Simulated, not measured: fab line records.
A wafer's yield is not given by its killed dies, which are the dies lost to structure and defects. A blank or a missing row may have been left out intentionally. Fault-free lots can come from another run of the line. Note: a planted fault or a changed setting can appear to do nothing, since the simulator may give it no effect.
A struck lot beside a sound one :: flow gf180mcu :: 18 steps out of a route of 602
Sound: wafers L419.3, L419.5, L419.6. Struck: wafers L427.1, L427.2, L427.4. The cause comes at the end.
Order at every step that has rows: each side's tool, ch and its chambers, its first start. Under that, the readings that differ: sound wafers :: struck wafers :: difference of the means :: sigmas: that difference in standard deviations of wafers without a fault.
alike: same words and numbers on both sides, and readings whose means sit less than 2 such deviations apart. not compared: any withheld reading, any reading some wafer has no value for, any bound like >300 that may hide the same value, and any number with overlapping values for which the record gives no deviation.
The two part at a step that has a row with sigmas, a row that says differs or no value, or rows on one side only. When numbers do not overlap yet have no deviation, they are printed without sigmas and do not part them. A reading that every wafer of one side lacks parts them only if that side has two wafers or more.

GF_NSD_CD_MEAS_07: target cd 400 nm.
  sound: cdSem-01 at day 13 06:33; struck: cdSem-02 at day 15 23:31
  alike: cdNm
GF_NSD_OVL_MEAS_08:
  sound: overlay-01 at day 13 06:38; struck: overlay-01 at day 15 23:38
  alike: NSD_OVL
then, 2 steps without rows for these wafers: GF_NSD_IMPLANT_09; GF_NSD_IMPLANT_10.
GF_NSD_STRIP_11: strips in O2/N2.
  sound on plasmaAsher-03 ch 0,1, day 13 07:00; struck on plasmaAsher-01 ch 0,1, day 15 23:58
  alike: drypumpMotorCurrentA, heaterPowerW, oesProductAu, stripTimeToEndpointS
  not compared: rfHoursCounterH
GF_NSD_TW_MEAS_12:
  sound: filmMetro-03 at day 13 07:05; struck: filmMetro-04 at day 16 00:05
  alike: NSD_TW
then, 6 steps without rows for these wafers: GF_PSD_DEHYDRATE_00 (time 60 s); GF_PSD_HMDS_01 (prime time 60 s); GF_PSD_COAT_02 (resist thk 1000 nm); GF_PSD_SOFTBAKE_03 (time 60 s); GF_PSD_EXPOSE_04 (exposes mask Pplus, target cd 400 nm); GF_PSD_PEB_05.
GF_PSD_DEVELOP_06: develop time 60 s.
  sound on lithoTrack-04 ch 0, day 14 03:19; struck on lithoTrack-04 ch 0, day 16 21:37
  alike: chillPlateTempC
GF_PSD_CD_MEAS_07: target cd 400 nm.
  sound: cdSem-01 at day 14 03:28; struck: cdSem-01 at day 16 21:46
reading: cdNm (nm)
sound: 396.9 395.8 398.1
struck: - - -
difference: no value on the struck wafers
sigmas: 
GF_PSD_OVL_MEAS_08:
  sound: overlay-01 at day 14 03:33; struck: overlay-01 at day 16 21:53
reading: PSD_OVL (nm)
sound: -1.3 0.0 -3.0
struck: - - -
difference: no value on the struck wafers
sigmas: 
following that, these wafers have no rows for 1 step: GF_PSD_IMPLANT_09.
GF_PSD_STRIP_10: strips in O2/N2.
  sound on plasmaAsher-01 ch 0,1, day 14 03:46; struck on plasmaAsher-02 ch 0,1, day 16 22:04
  alike: drypumpMotorCurrentA, heaterPowerW, oesProductAu, stripTimeToEndpointS
  not compared: rfHoursCounterH
GF_PSD_TW_MEAS_11:
  sound: filmMetro-03 at day 14 03:50; struck: filmMetro-04 at day 16 22:25
reading: PSD_TW
sound: 3168 3172 3181
struck: 30 30 30
difference: -3144
sigmas: -99 or more
  not compared: hold

== WHERE THEY PART ==
Earliest at GF_PSD_CD_MEAS_07; latest, in this record, at GF_PSD_TW_MEAS_11.

WHY: what the simulator had put in
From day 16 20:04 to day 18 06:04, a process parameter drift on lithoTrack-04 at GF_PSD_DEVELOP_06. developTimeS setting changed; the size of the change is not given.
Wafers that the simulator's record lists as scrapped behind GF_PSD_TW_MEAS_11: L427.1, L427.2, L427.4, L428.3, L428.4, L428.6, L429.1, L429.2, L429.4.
